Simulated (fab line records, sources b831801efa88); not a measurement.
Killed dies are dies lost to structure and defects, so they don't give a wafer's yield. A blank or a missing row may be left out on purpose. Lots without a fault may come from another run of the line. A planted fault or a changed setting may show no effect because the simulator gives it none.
A struck lot beside a sound one | flow sky130 | 14 steps out of a route of 708
Sound: wafers L697.1, L697.2, L697.4. Struck: wafers L709.4, L709.5, L709.6. The cause comes at the end.
At each step with rows: each side's tool, then ch and its chambers, then its first start. Under that, the readings that differ: sound wafers | struck wafers | difference of the means | sigmas: that difference in standard deviations of wafers without a fault.
alike: readings whose means differ by less than 2 such deviations, and words and numbers that are the same on both sides. not compared: withheld readings, readings that some wafer has no value for, bounds like >300 that may hide the same value, and numbers for which the record gives no deviation and whose values overlap.
The two part at a step that has a row with sigmas, a row that says differs or no value, or rows on one side only. Numbers that don't overlap but have no deviation are shown without sigmas and don't part them. A reading that every wafer of one side lacks parts them only if that side has two wafers or more.

first, 3 steps without rows for these wafers: SKY_METAL1_EXPOSE_12 (exposes mask MM1, target cd 140 nm); SKY_METAL1_PEB_13; SKY_METAL1_DEVELOP_14 (develop time 60 s).
SKY_METAL1_CD_MEAS_15: target cd 140 nm.
  sound on cd_sem-01, day 32 19:16; struck on cd_sem-01, day 37 17:51
  alike: cd_nm
SKY_METAL1_OVL_MEAS_16:
  sound on overlay-01, day 32 19:23; struck on overlay-02, day 37 17:56
  alike: METAL1_OVL
SKY_METAL1_DESCUM_17: chemistry O2, time 8 s.
  sound on rie_metal-04 ch 1, day 32 19:26; struck on rie_metal-01 ch 0,1, day 37 17:58
  alike: drypump_motor_current_A, oes_product_au
  not compared: rf_hours_counter_h
SKY_METAL1_ETCH_18: etches BARC in N2/H2, stops on SiO2, time 47.55 s, target depth 60 nm.
  sound on rie_metal-04 ch 1, day 32 19:29; struck on rie_metal-01 ch 0,1, day 37 18:00
  alike: drypump_motor_current_A, oes_product_au, throttle_valve_pct
  not compared: rf_hours_counter_h
SKY_METAL1_METAL_ETCH_19: etches the open film in Cl2/BCl3, stops on SiO2, target depth 360 nm, time 78 s.
  sound on rie_metal-04 ch 1, day 32 19:37; struck on rie_metal-01 ch 0,1, day 37 18:04
  alike: drypump_motor_current_A, oes_product_au, throttle_valve_pct
  not compared: rf_hours_counter_h
SKY_METAL1_STRIP_20: strips in O2/N2.
  sound on plasma_asher-01 ch 0,1, day 32 19:48; struck on plasma_asher-01 ch 0,1, day 37 18:10
  alike: drypump_motor_current_A, oes_product_au, strip_time_to_endpoint_s
  not compared: rf_hours_counter_h
then, 3 steps without rows for these wafers: SKY_METAL1_STRIP_21 (strips in post etch residue remover, time 1200 s); SKY_METAL1_CLEAN_22 (cleans in IPA, time 180 s); SKY_METAL1_CLEAN_23 (cleans in O3/DIW).
SKY_VIA1_HDPCVD_00: deposits SiO2, target thk 1030 nm, time 171.7 s.
  sound on hdpcvd-01 ch 0,1,2, day 32 20:23; struck on hdpcvd-02 ch 0,1,2, day 37 18:49
  no value came back on the struck wafers for pressure_mtorr (mTorr), run_length_s (s), time_s (s); on the sound wafers pressure_mtorr (mTorr) reads 5.994 5.996 5.996
SKY_PAD_OPEN_PROBE_99:
  the record has rows for the sound wafers here (prober-02, day 45 17:34) and none for the struck ones

WHERE THEY PART
First at SKY_VIA1_HDPCVD_00; last, within this record, at SKY_PAD_OPEN_PROBE_99.

WHY: what the simulator had put in
Skipped step whole: hdpcvd-02, from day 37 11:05 on, at SKY_VIA1_HDPCVD_00. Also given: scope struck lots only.
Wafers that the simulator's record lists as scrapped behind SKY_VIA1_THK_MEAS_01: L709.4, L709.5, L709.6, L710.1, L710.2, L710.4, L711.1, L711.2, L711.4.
